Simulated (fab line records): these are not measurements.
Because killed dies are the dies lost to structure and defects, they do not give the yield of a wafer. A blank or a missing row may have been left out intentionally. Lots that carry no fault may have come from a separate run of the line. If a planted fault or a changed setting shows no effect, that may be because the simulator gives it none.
fab line records    flow gf180mcu
record lots=7  wafers=21  last-day=34
route steps=602 shown M4@464 V4@476
lots that met no fault: from a run of the same line without faults
start-h: hours from the record's opening day to when the first of the lot's shown wafers began    wait-h: hours from the lot's prior step to this one    " repeats the value in the row above    L1.1+2: a row that stands for several wafers    - no value, or no start was given    * or withheld: withheld    < > ~ a bound
route shown NAME@n: a module of which the file shows steps, and the number in the route of the first    usual: mean/standard deviation of fault-free wafers    same: alike in all rows    chamber/n: place in a boat    sites: readings site by site    _std_site: their standard deviation    _edge_site: the outer-site mean with the inner-site mean subtracted    radius-mm: how far each site lies from the wafer's centre    mask NAME#n: copy n    behind: the tool/chamber that last shaped the wafer    hold: why the lot went on hold/how many hours it stayed there/how the hold came to an end    device: which transistor (n, p or np) failed to switch    end of line: the same wafers' tests at the end of the route    a step given without rows: its recipe and nothing more    killed: the dies lost at the first sort to structure and to defects; this is not the yield of the wafer    map: a wafer's dies, x killed, . not, _ none there
set.NAME: the setting as run; set.NAME@STEP: as run at that earlier step    model.NAME: the simulator's own value behind a step, which no gauge read
lots at selected steps of the route; one table per step, one row per wafer
services: when a tool's chamber went out of use (start-h, in hours from the record's first day, below 0 if earlier), for how many hours, and the reason
## steps
# step GF_M4_HMDS_08
# recipe prime-time-s=60  prime-temp-c=120
# step GF_M4_COAT_09
# recipe resist=KrF  spin-rpm=withheld  resist-thk-nm=1000
# step GF_M4_SOFTBAKE_10
# recipe temp-c=130  time-s=60  resist=KrF
# step GF_M4_EXPOSE_11
# recipe mask-id=Metal4  target-cd-nm=280  na=0.68  source-shape=conventional  sigma-outer=0.6  dose-mj=28
# step GF_M4_PEB_12
# recipe peb-temp-c=135  peb-time-s=90  resist=KrF
# step GF_M4_DEVELOP_13
# recipe develop-time-s=60  dev-temp-c=21
# step GF_M4_CD_MEAS_14
# recipe target-cd-nm=280
# usual cd-nm=280.2/1.3
lot.wafer  tool       chamber  start-h  wait-h  cd-nm
L694.2     cd-sem-02  -        596.23   0.1     280.1
L694.3     "          -        "        "       280.9
L694.6     "          -        "        "       280.2
L701.1     cd-sem-02  -        646.41   0.1     281.1
L701.2     "          -        "        "       280.3
L701.4     "          -        "        "       281.8
L703.2     cd-sem-01  -        657.43   0.1     280.4
L703.3     "          -        "        "       281.9
L703.4     "          -        "        "       280.7
L702.2     cd-sem-01  -        659.75   0.1     278.4
L702.3     "          -        "        "       279.8
L702.5     "          -        "        "       278.8
L704.2     cd-sem-01  -        664.89   0.2     282.2
L704.4     "          -        "        "       282.4
L704.6     "          -        "        "       281.7
L709.2     cd-sem-01  -        695.33   0.1     279.3
L709.3     "          -        "        "       279.3
L709.5     "          -        "        "       278.4
L710.1     cd-sem-02  -        699.83   0.1     279.9
L710.2     "          -        "        "       280.8
L710.6     "          -        "        "       279.2
# step GF_M4_OVL_MEAS_15
# usual M4_OVL=-2/5.2
lot.wafer  tool        chamber  start-h  wait-h  M4_OVL[nm]
L694.2     overlay-02  -        596.33   0.1     -1
L694.3     "           -        "        "       -1
L694.6     "           -        "        "       1
L701.1     overlay-01  -        646.53   0.1     -3
L701.2     "           -        "        "       1
L701.4     "           -        "        "       2
L703.2     overlay-02  -        657.53   0.1     2
L703.3     "           -        "        "       0
L703.4     "           -        "        "       8
L702.2     overlay-01  -        659.85   0.1     1
L702.3     "           -        "        "       1
L702.5     "           -        "        "       3
L704.2     overlay-02  -        664.99   0.1     -11
L704.4     "           -        "        "       -11
L704.6     "           -        "        "       -15
L709.2     overlay-01  -        695.44   0.1     0
L709.3     "           -        "        "       3
L709.5     "           -        "        "       1
L710.1     overlay-01  -        699.95   0.1     6
L710.2     "           -        "        "       2
L710.6     "           -        "        "       1
# step GF_M4_METAL_ETCH_16
# recipe chemistry=Cl2/BCl3  mask-material=KrF  target-depth-nm=627.5  stop-on=SiO2  pressure-mtorr=8  icp-w=800  bias-w=140  Cl2_flow_sccm=80  bcl3-flow-sccm=40  time-s=104.6
# usual drypump-motor-current-A=6.0/0.46  oes-product-au=0.971/0.006  throttle-valve-pct=28.251/0.0098
lot.wafer  tool          chamber  start-h  wait-h  drypump-motor-current-A  oes-product-au  rf-hours-counter-h  throttle-valve-pct
L694.2     rie-metal-04  1        596.36   0.0     6.0                      0.966           13                  28.254
L694.3     "             0        "        "       5.1                      0.966           -                   28.252
L694.6     "             1        "        "       6.1                      0.961           -                   28.247
L701.1     rie-metal-01  1        646.56   0.0     6.1                      0.969           10                  28.260
L701.2     "             0        "        "       6.4                      0.961           2                   28.247
L701.4     "             1        "        "       6.1                      0.973           -                   28.250
L703.2     rie-metal-03  0        657.60   0.1     5.9                      0.975           -                   28.261
L703.3     "             0        "        "       5.9                      0.978           -                   28.247
L703.4     "             0        "        "       5.9                      0.968           -                   28.238
L702.2     rie-metal-01  1        659.88   0.0     6.2                      0.984           10                  28.235
L702.3     "             1        "        "       6.1                      0.975           -                   28.251
L702.5     "             0        "        "       6.3                      0.979           -                   28.243
L704.2     rie-metal-01  0        665.02   0.0     6.3                      0.980           2                   28.242
L704.4     "             1        "        "       6.1                      0.972           -                   28.229
L704.6     "             0        "        "       6.3                      0.963           -                   28.250
L709.2     rie-metal-01  1        695.47   0.0     6.1                      0.971           11                  28.258
L709.3     "             0        "        "       6.4                      0.967           -                   28.241
L709.5     "             0        "        "       6.4                      0.963           -                   28.255
L710.1     rie-metal-03  0        699.99   0.0     5.9                      0.987           8                   28.249
L710.2     "             1        "        "       5.2                      0.980           1                   28.243
L710.6     "             1        "        "       5.2                      0.968           -                   28.248
# step GF_M4_STRIP_17
# recipe chemistry=O2/N2  power-w=1400  pressure-mtorr=1500  platen-temp-c=250  o2-flow-sccm=3000  n2-flow-sccm=300  overash-fraction=0.5
# usual drypump-motor-current-A=5.7/0.43  heater-power-w=299/43  oes-product-au=0.557/0.0045  strip-time-to-endpoint-s=7.88/0.048
lot.wafer  tool             chamber  start-h  wait-h  drypump-motor-current-A  heater-power-w  oes-product-au  rf-hours-counter-h  strip-time-to-endpoint-s
L694.2     plasma-asher-01  1        596.47   0.1     5.6                      338             0.561           17                  7.89
L694.3     "                0        "        "       5.5                      296             0.549           -                   7.78
L694.6     "                0        "        "       5.5                      298             0.565           -                   7.88
L701.1     plasma-asher-03  0        646.67   0.1     5.3                      280             0.560           55                  7.95
L701.2     "                1        "        "       6.4                      235             0.565           55                  7.95
L701.4     "                1        "        "       6.4                      244             0.553           -                   7.93
L703.2     plasma-asher-02  0        657.79   0.1     6.1                      365             0.557           99                  7.85
L703.3     "                0        "        "       6.1                      358             0.558           -                   7.94
L703.4     "                1        "        "       5.6                      350             0.553           -                   7.90
L702.2     plasma-asher-02  1        659.99   0.1     5.6                      348             0.556           99                  7.88
L702.3     "                0        "        "       6.1                      362             0.557           -                   7.92
L702.5     "                1        "        "       5.6                      359             0.562           -                   7.92
L704.2     plasma-asher-02  1        665.14   0.1     5.6                      338             0.560           100                 7.97
L704.4     "                1        "        "       5.6                      350             0.567           -                   7.99
L704.6     "                0        "        "       6.0                      360             0.554           -                   7.91
L709.2     plasma-asher-02  1        695.58   0.1     5.6                      348             0.559           103                 7.94
L709.3     "                1        "        "       5.6                      348             0.559           -                   7.82
L709.5     "                1        "        "       5.6                      350             0.548           -                   7.88
L710.1     plasma-asher-03  1        700.10   0.1     6.4                      238             0.560           58                  7.96
L710.2     "                0        "        "       5.3                      276             0.557           58                  7.92
L710.6     "                1        "        "       6.4                      244             0.559           -                   7.92
# step GF_M4_STRIP_18
# recipe chemistry=post-etch-residue-remover  time-s=1200  temp-c=72.5
# step GF_M4_CLEAN_19
# recipe chemistry=DIW  dry=n2-spin
# step GF_V4_CVD_00
# recipe material=SiO2  target-thk-nm=600  sigma-open-frac=0.3  temp-c=400  time-s=100  sih4-flow-sccm=60  pressure-mtorr=6
# usual pressure-mtorr=6.002/0.012  run-length-s=128.3/0.53  sih4-flow-sccm=60.01/0.18
lot.wafer  tool       chamber  start-h  wait-h  pressure-mtorr  run-length-s  sih4-flow-sccm
L694.2     hdpcvd-02  2        597.37   0.0     5.994           127.7         60.03
L694.3     "          0        "        "       5.992           128.3         59.75
L694.6     "          1        "        "       6.016           128.2         60.32
L701.1     hdpcvd-01  2        647.30   0.0     -               -             -
L701.2     "          1        "        "       -               -             -
L701.4     "          1        "        "       -               -             -
L703.2     hdpcvd-01  2        658.75   0.0     -               -             -
L703.3     "          1        "        "       -               -             -
L703.4     "          2        "        "       -               -             -
L702.2     hdpcvd-02  2        660.62   0.0     -               -             -
L702.3     "          1        "        "       -               -             -
L702.5     "          2        "        "       -               -             -
L704.2     hdpcvd-02  2        665.71   0.0     6.005           127.8         60.13
L704.4     "          0        "        "       6.009           129.2         59.83
L704.6     "          2        "        "       5.980           127.5         59.71
L709.2     hdpcvd-02  2        696.16   0.0     6.017           128.2         60.01
L709.3     "          1        "        "       5.994           128.3         60.09
L709.5     "          0        "        "       6.008           128.9         60.24
L710.1     hdpcvd-01  1        700.64   0.0     5.990           127.3         60.09
L710.2     "          0        "        "       6.016           128.4         60.08
L710.6     "          2        "        "       6.010           128.3         59.83
# step GF_V4_CVD_02
# recipe material=SiO2  target-thk-nm=850  precursor=TEOS  temp-c=400  time-s=94.851  rf-w=600
# usual heater-power-outer-w=402/87  heater-power-w=683/140
lot.wafer  tool      chamber  start-h  wait-h  heater-power-outer-w  heater-power-w
L694.2     pecvd-04  1        597.50   0.0     335                   573
L694.3     "         0        "        "       392                   639
L694.6     "         0        "        "       296                   489
L701.1     pecvd-02  2        647.43   0.1     262                   522
L701.2     "         0        "        "       425                   661
L701.4     "         1        "        "       372                   684
L703.2     pecvd-01  2        658.88   0.0     374                   634
L703.3     "         0        "        "       515                   824
L703.4     "         0        "        "       537                   872
L702.2     pecvd-04  1        660.75   0.0     282                   511
L702.3     "         2        "        "       453                   739
L702.5     "         2        "        "       498                   834
L704.2     pecvd-01  2        665.84   0.0     400                   675
L704.4     "         0        "        "       507                   825
L704.6     "         2        "        "       421                   684
L709.2     pecvd-01  0        696.30   0.0     483                   785
L709.3     "         1        "        "       456                   807
L709.5     "         1        "        "       496                   904
L710.1     pecvd-02  0        700.77   0.1     404                   651
L710.2     "         2        "        "       266                   528
L710.6     "         1        "        "       511                   869
# step GF_V4_CMP_04
# recipe material=SiO2  down-force-psi=4  platen-rpm=60  pad-velocity-m-s=0.94248
# usual head-pressure-psi=4.001/0.0088  motor-current-A=11.9/0.7
lot.wafer  tool    chamber  start-h  wait-h  head-pressure-psi  motor-current-A
L694.3     cmp-01  1        597.73   0.1     4.003              12.5
L694.2     "       2        "        "       4.008              11.8
L694.6     "       0        "        "       4.007              11.6
L701.2     cmp-01  1        647.61   0.1     3.981              12.4
L701.4     "       2        "        "       3.997              12.0
L701.1     "       3        "        "       3.998              11.8
L703.4     cmp-02  2        659.45   0.5     4.015              11.2
L703.3     "       0        "        "       4.000              12.5
L703.2     "       1        "        "       3.997              11.0
L702.3     cmp-02  3        661.00   0.1     3.989              12.0
L702.2     "       0        "        "       3.990              12.6
L702.5     "       0        "        "       3.990              12.6
L704.2     cmp-02  3        666.07   0.1     4.008              12.0
L704.4     "       0        "        "       4.002              12.2
L704.6     "       1        "        "       4.004              11.0
L709.3     cmp-02  0        696.48   0.1     4.007              12.8
L709.2     "       1        "        "       3.995              11.0
L709.5     "       0        "        "       3.995              12.3
L710.2     cmp-02  1        700.90   0.0     4.001              11.1
L710.1     "       2        "        "       4.009              10.9
L710.6     "       1        "        "       4.007              10.7
# step GF_V4_BOW_MEAS_05
# recipe mode=bow
# usual V4_BOW=136/9.5
lot.wafer  tool           chamber  start-h  wait-h  V4_BOW[um]
L694.2     film-metro-02  -        597.95   0.1     139
L694.3     "              -        "        "       146
L694.6     "              -        "        "       152
L701.1     film-metro-02  -        647.86   0.1     106
L701.2     "              -        "        "       91
L701.4     "              -        "        "       112
L703.2     film-metro-02  -        659.77   0.1     102
L703.3     "              -        "        "       112
L703.4     "              -        "        "       105
L702.2     film-metro-04  -        661.32   0.2     112
L702.3     "              -        "        "       100
L702.5     "              -        "        "       107
L704.2     film-metro-02  -        666.29   0.2     131
L704.4     "              -        "        "       130
L704.6     "              -        "        "       139
L709.2     film-metro-03  -        696.85   0.3     144
L709.3     "              -        "        "       140
L709.5     "              -        "        "       149
L710.1     film-metro-03  -        701.20   0.2     135
L710.2     "              -        "        "       131
L710.6     "              -        "        "       132
# step GF_V4_DEHYDRATE_06
# recipe temp-c=200  time-s=60
## services
tool             chamber  start-h  hours  kind
cmp-02           -        572.81   4.0    pm
cmp-02           -        576.81   -      consumable-replace:conditioner
cmp-02           -        576.81   -      consumable-replace:pad
rie-metal-04     0        577.84   4.8    repair
rie-metal-01     0        584.68   -      clean
rie-metal-01     0        584.68   15.8   scheduled-down
rie-metal-01     0        584.68   15.8   vent-cycle
rie-metal-03     -        595.78   2.8    pm
pecvd-04         2        602.97   14.9   repair
plasma-asher-02  -        607.27   3.4    repair
hdpcvd-01        -        622.92   6.0    pm
rie-metal-03     1        637.13   -      clean
rie-metal-03     1        637.13   25.5   scheduled-down
rie-metal-03     1        637.13   25.5   vent-cycle
plasma-asher-03  -        649.76   20.9   pm
cmp-02           -        651.15   5.9    pm
hdpcvd-02        -        652.96   2.3    repair
hdpcvd-02        -        656.79   1.3    repair
plasma-asher-01  -        657.11   4.0    pm
cmp-01           -        658.20   16.0   pm
cmp-02           -        661.93   0.9    repair
pecvd-01         -        677.10   6.0    pm
hdpcvd-01        -        693.11   3.1    repair
cmp-01           -        697.48   3.6    repair
## key
first-sign step=GF_V4_CVD_00  reading=tool-record  direction=missing
effect step=GF_V4_BOW_MEAS_05  reading=V4_BOW  direction=down  sigmas=3.2  usual=136  struck=105
met-at GF_V4_CVD_00
struck-wafers L701.1,L701.2,L701.4,L702.2,L702.3,L702.5,L703.2,L703.3,L703.4
later-rows-left-out L701.1,L701.2,L701.4,L702.2,L702.3,L702.5,L703.2,L703.3,L703.4
sort-left-out L701.1,L701.2,L701.4,L702.2,L702.3,L702.5,L703.2,L703.3,L703.4
onset-between 597.37 647.30
fault kind=skipped-step-whole  tool=hdpcvd-01,hdpcvd-02  chamber=-  onset-h=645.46  steps=GF_V4_CVD_00  scope=struck-lots-only
# sort-left-out: the simulated sort isn't trusted on such a fault, so these wafers' sort isn't shown, and their yield isn't known
# later-rows-left-out: the simulator's readings of these wafers behind a module that went badly wrong aren't trusted and aren't shown, but for the sort
